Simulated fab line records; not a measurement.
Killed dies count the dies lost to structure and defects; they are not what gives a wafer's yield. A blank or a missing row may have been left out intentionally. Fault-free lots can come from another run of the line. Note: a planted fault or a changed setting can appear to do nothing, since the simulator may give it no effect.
Which tool was responsible? | flow gf180mcu | 13 lots with 39 wafers sampled at 4 steps, on a route of 602 steps

WHAT THE GAUGES READ, wafer by wafer
GF_M1_OVL_MEAS_15. Usual: M1_OVL 1 nm, standard deviation 5.2.
lot  | measured     | on         | M1_OVL (nm) | flag
L263 | day 18 10:52 | overlay-01 | 8 3 2       | 
L264 | day 18 16:16 | overlay-01 | -14 7 -4    | 
L265 | day 19 05:04 | overlay-01 | 6 10 2      | 
L266 | day 19 12:10 | overlay-01 | -3 2 0      | 
L267 | day 19 20:07 | overlay-01 | 3 0 3       | 
L268 | day 20 04:10 | overlay-02 | 12 5 -2     | 
L271 | day 21 15:26 | overlay-01 | 8 1 1       | 
L272 | day 21 16:52 | overlay-01 | 0 -5 8      | 
L273 | day 22 00:37 | overlay-02 | -1 2 1      | 
L277 | day 23 06:49 | overlay-01 | -5 -4 4     | 
L280 | day 24 07:40 | overlay-01 | 2 4 5       | 
L281 | day 24 21:01 | overlay-02 | -6 -5 -1    | 
L283 | day 25 05:58 | overlay-01 | -4 -8 -12   | 

GF_V1_THK_MEAS_03. Usual: V1_CVD_02_THK 852 nm, standard deviation 11.
lot  | measured     | on           | V1_CVD_02_THK (nm) | flag
L263 | day 18 11:47 | filmMetro-04 | 855 841 872        | 
L264 | day 18 17:13 | filmMetro-03 | 842 866 852        | 
L265 | day 19 05:59 | filmMetro-03 | 841 850 858        | 
L266 | day 19 13:06 | filmMetro-04 | 832 856 850        | 
L267 | day 19 21:02 | filmMetro-03 | 847 848 857        | 
L268 | day 20 05:06 | filmMetro-01 | 839 841 857        | 
L271 | day 21 16:22 | filmMetro-03 | 842 853 856        | 
L272 | day 21 17:47 | filmMetro-03 | 854 861 863        | 
L273 | day 22 01:35 | filmMetro-03 | 837 851 855        | 
L277 | day 23 07:46 | filmMetro-01 | 841 852 854        | 
L280 | day 24 08:35 | filmMetro-01 | 840 868 860        | 
L281 | day 24 22:02 | filmMetro-03 | 830 834 839        | 
L283 | day 25 06:52 | filmMetro-01 | 851 872 863        | 

EACH LOT AND THE TOOL THAT RAN IT (in order: tool; ch and the chambers of the sampled wafers; start)
lot  | GF_M1_SPUTTER_02            | GF_M1_STRIP_17
L263 | pvdSputter-01, day 17 11:20 | plasmaAsher-02 ch 0,1, day 18 11:02
L264 | pvdSputter-03, day 17 16:35 | plasmaAsher-04 ch 0, day 18 16:26
L265 | pvdSputter-04, day 18 04:50 | plasmaAsher-03 ch 0,1, day 19 05:14
L266 | pvdSputter-04, day 18 11:13 | plasmaAsher-02 ch 0,1, day 19 12:20
L267 | pvdSputter-03, day 18 20:08 | plasmaAsher-02 ch 0,1, day 19 20:17
L268 | pvdSputter-04, day 19 03:53 | plasmaAsher-03 ch 0,1, day 20 04:20
L271 | pvdSputter-03, day 20 15:41 | plasmaAsher-02 ch 0,1, day 21 15:36
L272 | pvdSputter-04, day 20 17:06 | plasmaAsher-04 ch 0,1, day 21 17:02
L273 | pvdSputter-03, day 21 00:28 | plasmaAsher-02 ch 0,1, day 22 00:47
L277 | pvdSputter-03, day 22 08:37 | plasmaAsher-04 ch 0,1, day 23 06:59
L280 | pvdSputter-01, day 23 09:12 | plasmaAsher-02 ch 0, day 24 07:50
L281 | pvdSputter-04, day 23 22:01 | plasmaAsher-02 ch 0,1, day 24 21:19
L283 | pvdSputter-03, day 24 08:04 | plasmaAsher-03 ch 0,1, day 25 06:08
- GF_M1_SPUTTER_02: material AlCu, target thk 450 nm, time 23.9 s.
- GF_M1_STRIP_17: strips in O2/N2.

AS READ BY THE TOOLS THEMSELVES (means over the sampled wafers that have a number; for cases with no such wafer, the mark the record gives instead)
GF_M1_SPUTTER_02. Usual: throttleValvePct at 30.2 %, with a standard deviation of 1.4.
lot  | tool          | throttleValvePct (%) | flag
L263 | pvdSputter-01 | 30.1                 | 
L264 | pvdSputter-03 | 31.0                 | 
L265 | pvdSputter-04 | 30.7                 | 
L266 | pvdSputter-04 | 28.7                 | 
L267 | pvdSputter-03 | 30.8                 | 
L268 | pvdSputter-04 | 31.8                 | 
L271 | pvdSputter-03 | 30.2                 | 
L272 | pvdSputter-04 | 29.6                 | 
L273 | pvdSputter-03 | 30.2                 | 
L277 | pvdSputter-03 | 31.0                 | 
L280 | pvdSputter-01 | 29.6                 | 
L281 | pvdSputter-04 | 29.9                 | 
L283 | pvdSputter-03 | 29.8                 | 

GF_M1_STRIP_17. Usual: chamberPressureMTorr 1500.1 mTorr, standard deviation 1.5; drypumpMotorCurrentA 5.6 A, standard deviation 0.44; heaterPowerW 320 W, standard deviation 20; oesProductAu 0.544 a.u., standard deviation 0.0052; stripTimeToEndpointS 7.54 s, standard deviation 0.064.
lot  | tool           | chamberPressureMTorr (mTorr) | drypumpMotorCurrentA (A) | heaterPowerW (W) | oesProductAu (a.u.) | stripTimeToEndpointS (s) | flag
L263 | plasmaAsher-02 | 1499.3                       | 5.6                      | 338              | 0.543               | 7.58                     | 
L264 | plasmaAsher-04 | 1499.4                       | 5.4                      | 330              | 0.545               | 7.54                     | 
L265 | plasmaAsher-03 | 1500.1                       | 5.7                      | 305              | 0.547               | 7.55                     | 
L266 | plasmaAsher-02 | 1500.0                       | 5.2                      | 324              | 0.546               | 7.56                     | 
L267 | plasmaAsher-02 | 1499.2                       | 5.6                      | 325              | 0.538               | 7.48                     | 
L268 | plasmaAsher-03 | 1500.4                       | 5.7                      | 311              | 0.546               | 7.52                     | 
L271 | plasmaAsher-02 | -                            | -                        | -                | -                   | -                        | OFF
L272 | plasmaAsher-04 | -                            | -                        | -                | -                   | -                        | OFF
L273 | plasmaAsher-02 | 1500.9                       | 5.6                      | 326              | 0.542               | 7.51                     | 
L277 | plasmaAsher-04 | 1499.8                       | 5.9                      | 346              | 0.544               | 7.53                     | 
L280 | plasmaAsher-02 | 1500.6                       | 6.0                      | 330              | 0.549               | 7.62                     | 
L281 | plasmaAsher-02 | 1500.9                       | 5.2                      | 329              | 0.538               | 7.48                     | 
L283 | plasmaAsher-03 | 1499.5                       | 5.7                      | 301              | 0.546               | 7.49                     | 

THE ANSWER, worked out from the rows above alone
Rule: a lot is off if the mean of its wafers that have a number lies more than 3 standard deviations from the usual mean. A lot without any number at a reading at which 4 lots or more have one is off too. Where the step has rows for the other lots, those lots are counted as sound. The gauges are gone through in route order, then the tools' own readings, and for those a lot's mean is taken as printed above. The first step at which some lot is off is used, and at that step the reading that is off furthest; a lot without a number counts as furthest.
Off at GF_M1_STRIP_17 (chamberPressureMTorr): L271, L272. Without a number there: L271, L272.
If a tool, at that step or one of the process steps before it, ran each lot that is off and ran no sound lot following the first of them, it fits. Not one of the candidates tried fits.

WHAT WAS PUT IN BY THE SIMULATOR
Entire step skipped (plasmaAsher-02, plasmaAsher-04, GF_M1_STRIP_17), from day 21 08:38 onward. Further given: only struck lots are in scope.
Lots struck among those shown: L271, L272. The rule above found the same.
